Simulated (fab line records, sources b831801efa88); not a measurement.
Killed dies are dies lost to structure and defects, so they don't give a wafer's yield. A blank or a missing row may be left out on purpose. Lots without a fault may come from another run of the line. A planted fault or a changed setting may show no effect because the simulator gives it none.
One fault seen from 2 desks | flow gf180mcu | each desk has only its own numbers; what lay behind them comes last

THE TOOL OWNER'S DESK: litho_track-01
The tool's own readings at GF_TOP_METAL_COAT_09 (resist thk 1500 nm): means of the sampled wafers that have a number, for each lot that ran on this tool. A lot is out of limits, marked OUT, if its mean lies more than 4 standard deviations from the usual mean; the brackets give that distance.
Columns: A = resist_line_temp_C at GF_TOP_METAL_COAT_09, usual 22.99 C; B = spin_speed_rpm at GF_TOP_METAL_COAT_09, usual 3000.0 rpm
lot  | first seen here | A     | B
L963 | day 28 10:36    | 22.96 | 3000.4
L966 | day 29 07:35    | 23.00 | 2997.9
L982 | day 33 16:13    | 22.81 | 3039.1 (+21) OUT
L984 | day 33 22:26    | 23.08 | 3038.8 (+20) OUT
This desk's finding: out of limits on L982, L984; first on L982, day 33 16:13 (spin_speed_rpm at GF_TOP_METAL_COAT_09). In limits: L963, L966.

THE METROLOGY DESK
What the gauges read, lot by lot, whatever tool the lot ran on: means of the sampled wafers that have a number. A lot is out of limits, marked OUT, if its mean lies more than 4 standard deviations from the usual mean; the brackets give that distance.
Columns: A = V5_W_RS at GF_V5_RS_MEAS_24, usual 0.325 ohm/sq
lot  | first seen here | A
L961 | day 27 06:56    | 0.326
L962 | day 27 12:19    | 0.318
L963 | day 28 00:27    | 0.327
L965 | day 28 13:35    | 0.328
L966 | day 28 21:05    | 0.325
L967 | day 29 04:44    | 0.323
L968 | day 29 15:13    | 0.328
L969 | day 29 20:47    | 0.326
L970 | day 30 01:01    | 0.323
L973 | day 31 01:10    | 0.323
L974 | day 31 05:40    | 0.322
L982 | day 33 08:37    | 0.329
L984 | day 33 14:18    | 0.325
This desk's finding: nothing out of limits on any of the 13 lots.

PUT TOGETHER
The tool owner's desk could have raised an alarm at day 33 16:13, on L982, L984.
The metrology desk saw nothing out of limits.
The metrology desk has L982, L984 on record, within its limits.
Of the lots named, all ran GF_TOP_METAL_COAT_09 on litho_track-01.

WHAT THE SIMULATOR HAD PUT IN
Process parameter drift: litho_track-01, from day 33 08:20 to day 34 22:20, at GF_TOP_METAL_COAT_09. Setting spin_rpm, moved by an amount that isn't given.
Lots struck among those shown: L982, L984.
Hours from the fault's start to each desk's first reading out of limits: the tool owner's desk, 8.
